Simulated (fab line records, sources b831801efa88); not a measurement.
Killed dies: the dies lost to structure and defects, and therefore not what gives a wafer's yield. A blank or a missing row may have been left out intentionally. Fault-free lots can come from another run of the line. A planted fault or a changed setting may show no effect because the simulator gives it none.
fab line records	flow gf180mcu
record lots=24	wafers=72	lastDay=34
route steps=602 shown SALICIDE@281 CONTACT@290 V1@349 M2@377
lots with no fault: from the same line, run without faults
startH: hours from the record's opening day to when the first of the lot's shown wafers began	waitH: hours elapsed since this lot's preceding step	" identical to the entry in the row above	L1.1+2: a single row standing in for several wafers	- value missing, or start not given	* or withheld: withheld	< > ~ a bound
route shown NAME@n: NAME is a module with steps in the file, n the number in the route of the first one	usual: the fault-free wafers' mean and standard deviation	same: alike in all rows	chamber/n: place in a boat	sites: per-site readings	_std_site: their standard deviation	_edge_site: inner sites' mean taken away from outer sites' mean	radiusMm: for every site, how far away it sits from the centre of the wafer	mask NAME#n: copy n	behind: tool/chamber where the wafer was last shaped	hold: why the lot was held/for how many hours/how that ended	device: the n, p or np transistor that did not switch	end of line: the route-end tests of the same wafers	for a step that has no rows: nothing shown but its recipe	killed: dies that structure and defects cost at the first sort, which is not the same as the wafer's yield	map: dies across one wafer; x = killed, . = not, _ = none there
set.NAME: setting as actually run; set.NAME@STEP: the setting as run at that earlier step	model.NAME: the simulator's own value behind a step, which no gauge read
one table for each step of the route and one row for each wafer, over a sample of lots
services: when a tool's chamber went out of use (startH, in hours from the record's first day, below 0 if earlier), for how many hours, and the reason
## steps
# step GF_SALICIDE_SPUTTER_03
# recipe material=TiN	targetThkNm=20	powerW=6500	timeS=17	chamberPressurePa=0.4
# usual throttleValvePct=29.4/0.83
lot.wafer	tool	chamber	startH	waitH	throttleValvePct
L074.1	pvdSputter-04	-	342.03	0.0	29.4
L074.4	"	-	"	"	28.5
L074.5	"	-	"	"	30.9
L075.2	pvdSputter-04	-	342.94	0.0	31.1
L075.5	"	-	"	"	31.0
L075.6	"	-	"	"	28.4
L076.2	pvdSputter-01	-	352.30	0.0	28.8
L076.3	"	-	"	"	30.3
L076.5	"	-	"	"	29.1
L077.1	pvdSputter-03	-	367.49	0.0	29.6
L077.2	"	-	"	"	28.9
L077.4	"	-	"	"	28.7
L078.1	pvdSputter-03	-	369.91	0.0	29.7
L078.2	"	-	"	"	29.2
L078.4	"	-	"	"	29.0
L079.2	pvdSputter-01	-	377.16	0.0	30.7
L079.4	"	-	"	"	30.8
L079.6	"	-	"	"	28.5
L080.2	pvdSputter-01	-	391.91	0.0	30.2
L080.4	"	-	"	"	28.4
L080.6	"	-	"	"	30.7
L081.1	pvdSputter-04	-	394.66	0.0	28.4
L081.2	"	-	"	"	31.1
L081.3	"	-	"	"	28.6
L082.1	pvdSputter-03	-	403.34	0.0	28.8
L082.5	"	-	"	"	29.6
L082.6	"	-	"	"	29.3
L083.1	pvdSputter-03	-	409.75	0.0	29.7
L083.2	"	-	"	"	29.0
L083.5	"	-	"	"	29.2
L084.1	pvdSputter-03	-	420.93	0.0	29.2
L084.4	"	-	"	"	29.5
L084.5	"	-	"	"	29.4
L085.1	pvdSputter-03	-	432.76	0.0	29.2
L085.2	"	-	"	"	29.6
L085.3	"	-	"	"	28.9
L086.3	pvdSputter-04	-	435.75	0.0	31.0
L086.4	"	-	"	"	28.5
L086.5	"	-	"	"	31.3
L087.2	pvdSputter-04	-	459.45	0.0	30.8
L087.3	"	-	"	"	28.6
L087.5	"	-	"	"	29.4
L088.3	pvdSputter-04	-	464.29	0.0	28.6
L088.5	"	-	"	"	28.7
L088.6	"	-	"	"	28.6
L089.1	pvdSputter-03	-	473.70	0.0	29.4
L089.4	"	-	"	"	29.0
L089.6	"	-	"	"	29.0
L090.2	pvdSputter-04	-	482.08	0.0	28.9
L090.4	"	-	"	"	28.5
L090.5	"	-	"	"	28.9
L091.3	pvdSputter-03	-	486.17	0.0	28.8
L091.4	"	-	"	"	29.1
L091.5	"	-	"	"	28.7
L092.1	pvdSputter-03	-	496.14	0.0	29.3
L092.2	"	-	"	"	29.5
L092.5	"	-	"	"	29.3
L093.1	pvdSputter-03	-	510.30	0.0	29.6
L093.2	"	-	"	"	28.3
L093.3	"	-	"	"	29.2
L094.3	pvdSputter-01	-	510.60	0.0	28.8
L094.5	"	-	"	"	30.3
L094.6	"	-	"	"	30.8
L095.2	pvdSputter-01	-	516.66	0.0	30.4
L095.4	"	-	"	"	28.7
L095.6	"	-	"	"	30.7
L096.1	pvdSputter-03	-	538.22	0.0	29.2
L096.3	"	-	"	"	28.8
L096.5	"	-	"	"	28.8
L097.1	pvdSputter-04	-	541.32	0.0	29.2
L097.3	"	-	"	"	31.1
L097.5	"	-	"	"	31.0
# step GF_CONTACT_THK_MEAS_03
# recipe reads=SiO2_of_CONTACT_CVD_02
# usual CONTACT_CVD_02_THK=858/10
lot.wafer	tool	chamber	startH	waitH	CONTACT_CVD_02_THK[nm]
L074.1	filmMetro-04	-	342.71	0.0	852
L074.4	"	-	"	"	883
L074.5	"	-	"	"	878
L075.2	filmMetro-02	-	343.62	0.0	841
L075.5	"	-	"	"	862
L075.6	"	-	"	"	856
L076.2	filmMetro-01	-	352.99	0.0	854
L076.3	"	-	"	"	858
L076.5	"	-	"	"	864
L077.1	filmMetro-01	-	368.17	0.0	845
L077.2	"	-	"	"	850
L077.4	"	-	"	"	861
L078.1	filmMetro-04	-	370.58	0.0	854
L078.2	"	-	"	"	846
L078.4	"	-	"	"	865
L079.2	filmMetro-04	-	377.85	0.0	841
L079.4	"	-	"	"	852
L079.6	"	-	"	"	853
L080.2	filmMetro-02	-	392.59	0.0	865
L080.4	"	-	"	"	881
L080.6	"	-	"	"	873
L081.1	filmMetro-01	-	395.33	0.0	850
L081.2	"	-	"	"	846
L081.3	"	-	"	"	853
L082.1	filmMetro-01	-	404.05	0.1	855
L082.5	"	-	"	"	851
L082.6	"	-	"	"	863
L083.1	filmMetro-02	-	410.56	0.1	847
L083.2	"	-	"	"	849
L083.5	"	-	"	"	862
L084.1	filmMetro-04	-	421.73	0.0	852
L084.4	"	-	"	"	866
L084.5	"	-	"	"	866
L085.1	filmMetro-04	-	433.57	0.1	851
L085.2	"	-	"	"	845
L085.3	"	-	"	"	863
L086.3	filmMetro-01	-	436.82	0.1	841
L086.4	"	-	"	"	848
L086.5	"	-	"	"	855
L087.2	filmMetro-01	-	460.13	0.0	850
L087.3	"	-	"	"	854
L087.5	"	-	"	"	867
L088.3	filmMetro-02	-	464.98	0.1	871
L088.5	"	-	"	"	897
L088.6	"	-	"	"	870
L089.1	filmMetro-04	-	474.37	0.0	849
L089.4	"	-	"	"	871
L089.6	"	-	"	"	869
L090.2	filmMetro-04	-	482.76	0.0	851
L090.4	"	-	"	"	876
L090.5	"	-	"	"	865
L091.3	filmMetro-02	-	486.92	0.1	853
L091.4	"	-	"	"	853
L091.5	"	-	"	"	866
L092.1	filmMetro-04	-	496.85	0.1	858
L092.2	"	-	"	"	853
L092.5	"	-	"	"	873
L093.1	filmMetro-04	-	511.08	0.0	855
L093.2	"	-	"	"	845
L093.3	"	-	"	"	859
L094.3	filmMetro-01	-	511.43	0.1	855
L094.5	"	-	"	"	862
L094.6	"	-	"	"	869
L095.2	filmMetro-01	-	517.35	0.0	848
L095.4	"	-	"	"	859
L095.6	"	-	"	"	861
L096.1	filmMetro-02	-	538.89	0.0	860
L096.3	"	-	"	"	850
L096.5	"	-	"	"	866
L097.1	filmMetro-02	-	542.01	0.0	856
L097.3	"	-	"	"	855
L097.5	"	-	"	"	852
# step GF_V1_CD_MEAS_14
# recipe targetCdNm=260
# usual cdNm=259.7/1.2
lot.wafer	tool	chamber	startH	waitH	cdNm
L074.1	cdSem-01	-	411.63	0.1	257.7
L074.4	"	-	"	"	257.7
L074.5	"	-	"	"	258.5
L075.2	cdSem-02	-	412.84	0.1	260.4
L075.5	"	-	"	"	260.7
L075.6	"	-	"	"	260.2
L076.2	cdSem-02	-	423.70	0.1	259.3
L076.3	"	-	"	"	260.9
L076.5	"	-	"	"	259.9
L077.1	cdSem-02	-	440.22	0.1	259.3
L077.2	"	-	"	"	259.6
L077.4	"	-	"	"	261.0
L078.1	cdSem-01	-	442.72	0.1	257.5
L078.2	"	-	"	"	258.5
L078.4	"	-	"	"	258.0
L079.2	cdSem-01	-	451.59	0.1	261.1
L079.4	"	-	"	"	261.5
L079.6	"	-	"	"	261.3
L080.2	cdSem-01	-	466.19	0.1	259.1
L080.4	"	-	"	"	257.5
L080.6	"	-	"	"	258.2
L081.1	cdSem-02	-	469.42	0.1	257.9
L081.2	"	-	"	"	259.2
L081.3	"	-	"	"	257.6
L082.1	cdSem-01	-	479.27	0.1	260.2
L082.5	"	-	"	"	259.6
L082.6	"	-	"	"	259.3
L083.1	cdSem-01	-	485.78	0.1	259.6
L083.2	"	-	"	"	259.9
L083.5	"	-	"	"	259.6
L084.1	cdSem-01	-	497.67	0.1	260.4
L084.4	"	-	"	"	259.9
L084.5	"	-	"	"	260.0
L085.1	cdSem-02	-	508.63	0.1	259.5
L085.2	"	-	"	"	259.9
L085.3	"	-	"	"	259.7
L086.3	cdSem-01	-	512.22	0.1	258.9
L086.4	"	-	"	"	259.1
L086.5	"	-	"	"	257.3
L087.2	cdSem-02	-	533.70	0.1	260.3
L087.3	"	-	"	"	260.0
L087.5	"	-	"	"	259.7
L088.3	cdSem-02	-	538.25	0.1	259.8
L088.5	"	-	"	"	258.3
L088.6	"	-	"	"	260.5
L089.1	cdSem-02	-	545.23	0.1	261.8
L089.4	"	-	"	"	259.5
L089.6	"	-	"	"	260.6
L090.2	cdSem-01	-	554.83	0.1	259.2
L090.4	"	-	"	"	260.5
L090.5	"	-	"	"	258.5
L091.3	cdSem-01	-	559.06	0.1	261.1
L091.4	"	-	"	"	261.9
L091.5	"	-	"	"	260.9
L092.1	cdSem-01	-	567.86	0.1	257.0
L092.2	"	-	"	"	256.9
L092.5	"	-	"	"	257.8
L093.1	cdSem-02	-	581.13	0.1	259.6
L093.2	"	-	"	"	260.8
L093.3	"	-	"	"	260.5
L094.3	cdSem-02	-	581.71	0.1	259.5
L094.5	"	-	"	"	259.8
L094.6	"	-	"	"	260.8
L095.2	cdSem-02	-	587.25	0.1	260.2
L095.4	"	-	"	"	260.6
L095.6	"	-	"	"	262.5
L096.1	cdSem-01	-	606.23	0.1	260.0
L096.3	"	-	"	"	260.8
L096.5	"	-	"	"	260.6
L097.1	cdSem-01	-	610.12	0.1	259.4
L097.3	"	-	"	"	259.3
L097.5	"	-	"	"	258.9
# step GF_V1_SPUTTER_22
# recipe material=TiN	targetThkNm=10	chamberPressurePa=5	powerW=4000	timeS=40
# usual throttleValvePct=29.7/0.77
lot.wafer	tool	chamber	startH	waitH	throttleValvePct
L074.1	pvdSputter-02	-	412.51	0.0	30.4
L074.4	"	-	"	"	30.5
L074.5	"	-	"	"	30.6
L075.2	pvdSputter-04	-	413.73	0.0	28.7
L075.5	"	-	"	"	28.9
L075.6	"	-	"	"	29.3
L076.2	pvdSputter-02	-	424.58	0.0	29.8
L076.3	"	-	"	"	30.6
L076.5	"	-	"	"	30.4
L077.1	pvdSputter-02	-	442.13	0.0	29.4
L077.2	"	-	"	"	29.5
L077.4	"	-	"	"	30.7
L078.1	pvdSputter-02	-	443.60	0.0	31.0
L078.2	"	-	"	"	29.6
L078.4	"	-	"	"	29.9
L079.2	pvdSputter-03	-	452.45	0.0	29.4
L079.4	"	-	"	"	28.5
L079.6	"	-	"	"	29.0
L080.2	pvdSputter-03	-	467.04	0.0	29.3
L080.4	"	-	"	"	29.0
L080.6	"	-	"	"	29.5
L081.1	pvdSputter-02	-	470.29	0.0	30.5
L081.2	"	-	"	"	30.6
L081.3	"	-	"	"	29.6
L082.1	pvdSputter-02	-	480.16	0.0	30.5
L082.5	"	-	"	"	29.6
L082.6	"	-	"	"	30.6
L083.1	pvdSputter-02	-	486.73	0.0	29.8
L083.2	"	-	"	"	31.1
L083.5	"	-	"	"	29.6
L084.1	pvdSputter-04	-	498.54	0.0	29.4
L084.4	"	-	"	"	28.4
L084.5	"	-	"	"	28.5
L085.1	pvdSputter-03	-	509.51	0.0	28.8
L085.2	"	-	"	"	29.7
L085.3	"	-	"	"	29.6
L086.3	pvdSputter-03	-	513.09	0.0	28.8
L086.4	"	-	"	"	29.0
L086.5	"	-	"	"	29.0
L087.2	pvdSputter-02	-	534.60	0.0	30.5
L087.3	"	-	"	"	30.6
L087.5	"	-	"	"	30.7
L088.3	pvdSputter-02	-	539.13	0.0	30.7
L088.5	"	-	"	"	30.8
L088.6	"	-	"	"	29.5
L089.1	pvdSputter-04	-	546.12	0.0	28.3
L089.4	"	-	"	"	28.5
L089.6	"	-	"	"	28.6
L090.2	pvdSputter-02	-	555.69	0.0	30.5
L090.4	"	-	"	"	29.6
L090.5	"	-	"	"	30.3
L091.3	pvdSputter-03	-	559.90	0.0	29.0
L091.4	"	-	"	"	28.9
L091.5	"	-	"	"	29.7
L092.1	pvdSputter-04	-	568.74	0.0	28.7
L092.2	"	-	"	"	29.2
L092.5	"	-	"	"	28.6
L093.1	pvdSputter-03	-	582.01	0.0	29.3
L093.2	"	-	"	"	29.4
L093.3	"	-	"	"	28.7
L094.3	pvdSputter-02	-	582.55	0.0	30.5
L094.5	"	-	"	"	30.7
L094.6	"	-	"	"	29.7
L095.2	pvdSputter-03	-	588.11	0.0	29.2
L095.4	"	-	"	"	28.8
L095.6	"	-	"	"	29.2
L096.1	pvdSputter-03	-	607.11	0.0	29.4
L096.3	"	-	"	"	29.2
L096.5	"	-	"	"	29.4
L097.1	pvdSputter-02	-	611.00	0.0	31.1
L097.3	"	-	"	"	29.5
L097.5	"	-	"	"	30.2
# step GF_M2_OVL_MEAS_15
# usual M2_OVL=-3/5.1
lot.wafer	tool	chamber	startH	waitH	M2_OVL[nm]
L074.1	overlay-02	-	436.45	0.1	-9
L074.4	"	-	"	"	-10
L074.5	"	-	"	"	-11
L075.2	overlay-01	-	438.46	0.1	-5
L075.5	"	-	"	"	-3
L075.6	"	-	"	"	-10
L076.2	overlay-01	-	449.16	0.1	4
L076.3	"	-	"	"	-3
L076.5	"	-	"	"	-1
L077.1	overlay-01	-	467.69	0.1	-6
L077.2	"	-	"	"	-3
L077.4	"	-	"	"	2
L078.1	overlay-01	-	468.75	0.1	-9
L078.2	"	-	"	"	-9
L078.4	"	-	"	"	-12
L079.2	overlay-02	-	476.90	0.1	3
L079.4	"	-	"	"	1
L079.6	"	-	"	"	-9
L080.2	overlay-02	-	491.95	0.1	4
L080.4	"	-	"	"	-1
L080.6	"	-	"	"	3
L081.1	overlay-02	-	495.05	0.1	3
L081.2	"	-	"	"	-6
L081.3	"	-	"	"	-12
L082.1	overlay-02	-	504.70	0.1	-2
L082.5	"	-	"	"	1
L082.6	"	-	"	"	2
L083.1	overlay-01	-	510.90	0.1	2
L083.2	"	-	"	"	-1
L083.5	"	-	"	"	-2
L084.1	overlay-01	-	522.30	0.1	-4
L084.4	"	-	"	"	-13
L084.5	"	-	"	"	-6
L085.1	overlay-02	-	532.85	0.1	5
L085.2	"	-	"	"	-1
L085.3	"	-	"	"	-4
L086.3	overlay-02	-	537.56	0.1	-3
L086.4	"	-	"	"	-1
L086.5	"	-	"	"	0
L087.2	overlay-02	-	557.56	0.1	-5
L087.3	"	-	"	"	-6
L087.5	"	-	"	"	-2
L088.3	overlay-02	-	562.26	0.1	7
L088.5	"	-	"	"	-1
L088.6	"	-	"	"	2
L089.1	overlay-01	-	569.35	0.1	-8
L089.4	"	-	"	"	-8
L089.6	"	-	"	"	-4
L090.2	overlay-02	-	578.30	0.1	-2
L090.4	"	-	"	"	-2
L090.5	"	-	"	"	-5
L091.3	overlay-02	-	582.01	0.1	-7
L091.4	"	-	"	"	5
L091.5	"	-	"	"	-9
L092.1	overlay-01	-	591.20	0.1	1
L092.2	"	-	"	"	-6
L092.5	"	-	"	"	3
L093.1	overlay-02	-	604.58	0.1	4
L093.2	"	-	"	"	-8
L093.3	"	-	"	"	1
L094.3	overlay-02	-	605.16	0.1	-9
L094.5	"	-	"	"	1
L094.6	"	-	"	"	-4
L095.2	overlay-02	-	609.14	0.1	-3
L095.4	"	-	"	"	7
L095.6	"	-	"	"	5
L096.1	overlay-01	-	628.55	0.1	4
L096.3	"	-	"	"	-2
L096.5	"	-	"	"	-1
L097.1	overlay-02	-	632.30	0.1	-7
L097.3	"	-	"	"	-12
L097.5	"	-	"	"	-2
# step GF_M2_STRIP_17
# recipe chemistry=O2/N2	powerW=1400	pressureMtorr=1500	platenTempC=250	o2FlowSccm=3000	n2FlowSccm=300	overashFraction=0.5
# usual drypumpMotorCurrentA=5.89/0.19	heaterPowerW=336/31	oesProductAu=0.558/0.0052	stripTimeToEndpointS=7.88/0.037
lot.wafer	tool	chamber	startH	waitH	drypumpMotorCurrentA	heaterPowerW	oesProductAu	rfHoursCounterH	stripTimeToEndpointS
L074.1	plasmaAsher-04	0	436.60	0.1	6.10	348	0.567	32	7.93
L074.4	"	0	"	"	6.11	350	0.564	-	7.94
L074.5	"	1	"	"	6.04	335	0.559	-	7.96
L075.2	plasmaAsher-01	0	438.60	0.1	5.75	361	0.562	64	7.86
L075.5	"	1	"	"	5.89	288	0.555	-	7.91
L075.6	"	0	"	"	5.73	363	0.557	-	7.91
L076.2	plasmaAsher-01	0	449.30	0.1	5.77	365	0.557	65	7.86
L076.3	"	0	"	"	5.79	366	0.563	-	7.90
L076.5	"	1	"	"	5.87	282	0.554	-	7.88
L077.1	plasmaAsher-01	0	467.83	0.1	5.78	354	0.562	66	7.95
L077.2	"	1	"	"	5.84	285	0.557	66	7.92
L077.4	"	1	"	"	5.86	280	0.558	-	7.92
L078.1	plasmaAsher-04	1	468.90	0.1	6.04	345	0.552	36	7.86
L078.2	"	0	"	"	6.09	349	0.548	36	7.89
L078.4	"	0	"	"	6.08	335	0.545	-	7.86
L079.2	plasmaAsher-04	1	477.05	0.1	6.06	340	0.557	36	7.90
L079.4	"	0	"	"	6.09	339	0.558	-	7.87
L079.6	"	0	"	"	6.08	344	0.561	-	7.90
L080.2	plasmaAsher-02	1	492.10	0.1	5.81	381	0.559	7	7.89
L080.4	"	1	"	"	5.78	393	0.559	-	7.87
L080.6	"	1	"	"	5.79	382	0.561	-	7.88
L081.1	plasmaAsher-04	0	495.20	0.1	6.08	330	0.562	38	7.83
L081.2	"	1	"	"	6.05	352	0.562	38	7.85
L081.3	"	1	"	"	6.05	339	0.559	-	7.76
L082.1	plasmaAsher-04	0	504.85	0.1	6.08	338	0.553	39	7.88
L082.5	"	1	"	"	6.05	338	0.554	-	7.89
L082.6	"	0	"	"	6.09	325	0.560	-	7.86
L083.1	plasmaAsher-01	1	511.05	0.1	5.88	282	0.556	70	7.90
L083.2	"	0	"	"	5.78	359	0.562	70	7.93
L083.5	"	1	"	"	5.85	282	0.556	-	7.88
L084.1	plasmaAsher-04	0	522.45	0.1	6.12	334	0.556	41	7.84
L084.4	"	0	"	"	6.10	343	0.557	-	7.83
L084.5	"	0	"	"	6.09	338	0.558	-	7.81
L085.1	plasmaAsher-04	0	533.00	0.1	6.12	335	0.556	42	7.89
L085.2	"	1	"	"	6.04	337	0.556	42	7.89
L085.3	"	1	"	"	6.04	338	0.558	-	7.84
L086.3	plasmaAsher-02	0	537.73	0.1	5.52	299	0.550	-	7.83
L086.4	"	1	"	"	5.83	388	0.550	-	7.85
L086.5	"	0	"	"	5.57	306	0.556	-	7.84
L087.2	plasmaAsher-01	0	557.70	0.1	5.76	360	0.560	76	7.89
L087.3	"	0	"	"	5.78	365	0.557	-	7.91
L087.5	"	1	"	"	5.82	278	0.558	-	7.90
L088.3	plasmaAsher-04	1	562.47	0.1	6.04	346	0.553	-	7.90
L088.5	"	0	"	"	6.09	341	0.554	-	7.92
L088.6	"	1	"	"	6.04	340	0.565	-	7.93
L089.1	plasmaAsher-02	1	569.50	0.1	5.85	394	0.556	14	7.90
L089.4	"	0	"	"	5.54	305	0.565	-	7.88
L089.6	"	1	"	"	5.87	389	0.559	-	7.86
L090.2	plasmaAsher-02	0	578.45	0.1	5.53	304	0.564	15	7.89
L090.4	"	1	"	"	5.81	398	0.548	-	7.81
L090.5	"	0	"	"	5.54	303	0.564	-	7.91
L091.3	plasmaAsher-02	1	582.18	0.1	5.82	384	0.558	-	7.82
L091.4	"	0	"	"	5.55	305	0.569	-	7.93
L091.5	"	1	"	"	5.87	369	0.561	-	7.85
L092.1	plasmaAsher-04	1	591.35	0.1	6.04	338	0.557	46	7.87
L092.2	"	0	"	"	6.11	334	0.546	46	7.90
L092.5	"	1	"	"	6.03	344	0.560	-	7.91
L093.1	plasmaAsher-02	1	604.73	0.1	5.83	387	0.546	18	7.89
L093.2	"	0	"	"	5.54	305	0.543	18	7.80
L093.3	"	1	"	"	5.84	378	0.562	-	7.89
L094.3	plasmaAsher-04	1	605.33	0.1	6.04	339	0.560	-	7.94
L094.5	"	1	"	"	6.03	340	0.549	-	7.88
L094.6	"	0	"	"	6.08	335	0.560	-	7.88
L095.2	plasmaAsher-04	1	609.28	0.1	6.04	346	0.555	49	7.91
L095.4	"	1	"	"	6.01	338	0.552	-	7.87
L095.6	"	1	"	"	6.06	341	0.566	-	7.84
L096.1	plasmaAsher-01	0	628.69	0.1	5.72	365	0.562	81	7.91
L096.3	"	1	"	"	5.91	278	0.559	-	7.86
L096.5	"	1	"	"	5.89	283	0.565	-	7.89
L097.1	plasmaAsher-02	0	632.56	0.2	5.58	301	0.555	22	7.85
L097.3	"	0	"	"	5.58	308	0.564	-	7.86
L097.5	"	1	"	"	5.86	384	0.563	-	7.86
## services
tool	chamber	startH	hours	kind
pvdSputter-03	-	327.00	2.3	repair
pvdSputter-04	-	374.38	10.8	repair
plasmaAsher-01	-	397.79	3.3	repair
plasmaAsher-02	-	421.25	9.0	pm
pvdSputter-04	3	425.43	-	consumableReplace:kit
pvdSputter-04	3	425.43	18.0	scheduledDown
pvdSputter-04	3	425.43	18.0	ventCycle
plasmaAsher-04	-	426.77	9.7	repair
pvdSputter-03	-	433.44	5.4	repair
plasmaAsher-01	-	442.28	1.2	repair
plasmaAsher-01	-	449.66	2.2	repair
pvdSputter-02	2	463.04	-	consumableReplace:kit
pvdSputter-01	-	477.89	9.2	repair
plasmaAsher-04	-	484.81	2.8	pm
plasmaAsher-01	-	486.82	1.3	repair
pvdSputter-02	-	514.90	1.1	repair
plasmaAsher-01	-	521.87	2.8	pm
plasmaAsher-01	-	532.44	4.1	repair
plasmaAsher-04	-	537.96	15.9	pm
plasmaAsher-02	-	538.36	14.6	pm
pvdSputter-02	-	546.38	8.1	repair
pvdSputter-04	-	584.05	13.2	repair
plasmaAsher-01	-	604.80	3.2	repair
plasmaAsher-01	-	608.02	14.6	pm
## key
fault none
